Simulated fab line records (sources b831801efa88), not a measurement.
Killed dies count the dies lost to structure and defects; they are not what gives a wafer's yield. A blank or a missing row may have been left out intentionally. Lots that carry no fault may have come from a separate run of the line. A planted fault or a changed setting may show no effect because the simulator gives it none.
A struck lot beside a sound one -- flow sky130 -- 13 out of 708 route steps
Sound: the wafers L698.3, L698.5, L698.6. Struck: wafers L706.1, L706.2, L706.3. The cause is named last.
For every step that has rows: the tool of each side, followed by ch and its chambers, followed by its first start. Under that, the readings that differ: sound wafers -- struck wafers -- difference of the means -- sigmas: that difference in standard deviations of wafers without a fault.
alike: readings with means less than 2 such deviations apart, plus words and numbers identical on both sides. not compared: withheld readings, readings lacking a value on some wafer, bounds such as >300 that could conceal the same value, and numbers that have no deviation in the record and whose values overlap.
Wherever a step has rows on one side only, a row that says differs or no value, or a row with sigmas, the two part there. Numbers that have no deviation but don't overlap get no sigmas and don't part them. A reading that every wafer of one side lacks parts them only if that side has two wafers or more.

SKY_FIELD_ISO_BOW_MEAS_00:
  sound: film_metro-04 at day 4 08:02; struck: film_metro-04 at day 6 00:00
  alike: INCOMING_BOW
then, 1 step without rows for these wafers: SKY_FIELD_ISO_OXIDATION_01 (stabilise 600 s, purge 300 s, target thk 12 nm).
SKY_FIELD_ISO_THK_MEAS_02:
  sound: film_metro-04 at day 4 10:13; struck: film_metro-04 at day 6 01:38
reading,sound,struck,difference,sigmas
FIELD_ISO_OXIDATION_00_THK (nm),12.32 12.63 12.29,11.84 11.63 11.74,-0.68,-3
then, 1 step without rows for these wafers: SKY_FIELD_ISO_CVD_03 (deposits Si3N4 from DCS/NH3, target thk 165 nm, time 2830 s).
SKY_FIELD_ISO_THK_MEAS_04:
  sound: film_metro-02 at day 4 12:04; struck: film_metro-02 at day 6 06:02
  alike: FIELD_ISO_CVD_03_THK
then, 5 steps without rows for these wafers: SKY_FIELD_ISO_DEHYDRATE_05 (time 60 s); SKY_FIELD_ISO_HMDS_06 (prime time 60 s); SKY_FIELD_ISO_COAT_07 (resist thk 60 nm); SKY_FIELD_ISO_COAT_08 (resist thk 450 nm); SKY_FIELD_ISO_SOFTBAKE_09 (time 90 s).
SKY_FIELD_ISO_EXPOSE_10: exposes mask FOM, target cd 150 nm.
  sound on krf_scanner-01 ch 0, day 4 21:49; struck on krf_scanner-01 ch 0, day 6 15:44
reading,sound,struck,difference,sigmas
model.FIELD_ISO.overlay_x_nm (nm),-0.6226 -0.6226 -0.6226,27.37 27.37 27.37,+27.99,
  alike: mask
next, for these wafers, 1 step has no rows: SKY_FIELD_ISO_PEB_11.
-- a jump in the record: the struck wafers' starts before and after are 44 days apart (it breaks off in module FIELD_ISO and resumes in module PAD_OPEN, where the first step shown is number 708 of the route) --
SKY_PAD_OPEN_PROBE_99:
  sound: prober-01 at day 50 02:34; struck: prober-01 at day 51 00:56
reading,sound,struck,difference,sigmas
model.etest.nfet_16v.r_on_ohm_um,1.416e+04 1.413e+04,1.338e+04 1.339e+04 1.326e+04,-8.017e+02,
  alike: killed_at_M0_to_M3, killed_at_M4_up, killed_at_contacts, killed_at_front_end, killed_at_other, killed_dies, killed_open, killed_short

== WHERE THEY PART ==
Within this record, at SKY_FIELD_ISO_THK_MEAS_02 only. Later steps at which nothing parts them and some readings are alike: SKY_FIELD_ISO_THK_MEAS_04, SKY_FIELD_ISO_EXPOSE_10, SKY_PAD_OPEN_PROBE_99.

WHY: what had been put in by the simulator
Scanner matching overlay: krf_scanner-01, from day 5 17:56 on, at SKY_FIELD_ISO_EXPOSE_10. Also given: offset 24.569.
